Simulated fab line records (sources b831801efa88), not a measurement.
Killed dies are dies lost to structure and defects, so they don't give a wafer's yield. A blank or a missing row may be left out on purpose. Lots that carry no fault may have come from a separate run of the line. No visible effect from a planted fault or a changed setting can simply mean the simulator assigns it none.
A struck lot beside a sound one | flow gf180mcu | 14 steps out of a route of 602
Sound: wafers L568.1, L568.2, L568.4. The struck wafers were L572.1, L572.5, L572.6. The cause comes at the end.
Each step with rows lists, per side, the tool, then ch with its chambers, then its first start. Under that, the readings that differ: sound wafers | struck wafers | difference of the means | sigmas: that difference in standard deviations of wafers without a fault.
alike: words and numbers the same on both sides, and readings whose means are apart by under 2 such deviations; not compared: readings that were withheld, readings missing a value for some wafer, numbers with overlapping values and no deviation given by the record, and bounds like >300 which may hide the same value.
A row with sigmas, a row that says differs or no value, or rows on one side alone: a step with any of these is where the two part. Non-overlapping numbers with no deviation appear without sigmas and do not part them. A reading that every wafer of one side lacks parts them only if that side has two wafers or more.

first, 4 steps without rows for these wafers: GF_VT_IMPLANT_SOFTBAKE_03 (time 60 s); GF_VT_IMPLANT_EXPOSE_04 (exposes mask LVPWELL LV AREA, target cd 600 nm); GF_VT_IMPLANT_PEB_05; GF_VT_IMPLANT_DEVELOP_06 (develop time 60 s).
GF_VT_IMPLANT_OVL_MEAS_07:
  struck on overlay-02, day 6 15:10; sound on overlay-02, day 5 22:19
  alike: VT_IMPLANT_OVL
then, 1 step without rows for these wafers: GF_VT_IMPLANT_IMPLANT_08.
GF_VT_IMPLANT_STRIP_09: strips in O2/N2.
  sound on plasma_asher-01 ch 0,1, day 5 22:30; struck on plasma_asher-04 ch 0,1, day 6 15:21
  alike: drypump_motor_current_A, heater_power_w, oes_product_au, strip_time_to_endpoint_s
  not compared: rf_hours_counter_h
GF_VT_IMPLANT_TW_MEAS_10:
  struck on film_metro-04, day 6 15:27; sound on film_metro-04, day 5 22:36
  alike: VT_IMPLANT_TW
then, 4 steps without rows for these wafers: GF_VT_IMPLANT_DEHYDRATE_11 (time 60 s); GF_VT_IMPLANT_HMDS_12 (prime time 60 s); GF_VT_IMPLANT_COAT_13 (resist thk 1000 nm); GF_VT_IMPLANT_SOFTBAKE_14 (time 60 s).
GF_VT_IMPLANT_EXPOSE_15: exposes mask Nwell LV AREA, target cd 860 nm.
  sound on iline_stepper-01 ch 0, day 6 06:17; struck on iline_stepper-01, day 6 23:12
  no value came back on the struck wafers for exposure_dose_mJ_cm2, focus_offset_nm (nm), na; on the sound wafers exposure_dose_mJ_cm2 reads 139.83 139.62 139.87
  reading                            | sound                   | struck                  | difference | sigmas
  model.VT_IMPLANT.overlay_x_nm (nm) | -0.4806 -0.4806 -0.4806 | 0.05626 0.05626 0.05626 | +0.53686   |
  model.VT_IMPLANT.overlay_y_nm (nm) | -0.5967 -0.5967 -0.5967 | 0.9499 0.9499 0.9499    | +1.5466    |
  alike: mask
then, 1 step without rows for these wafers: GF_VT_IMPLANT_PEB_16.

## WHERE THEY PART
Only at GF_VT_IMPLANT_EXPOSE_15, within this record.

WHY: the cause the simulator had injected
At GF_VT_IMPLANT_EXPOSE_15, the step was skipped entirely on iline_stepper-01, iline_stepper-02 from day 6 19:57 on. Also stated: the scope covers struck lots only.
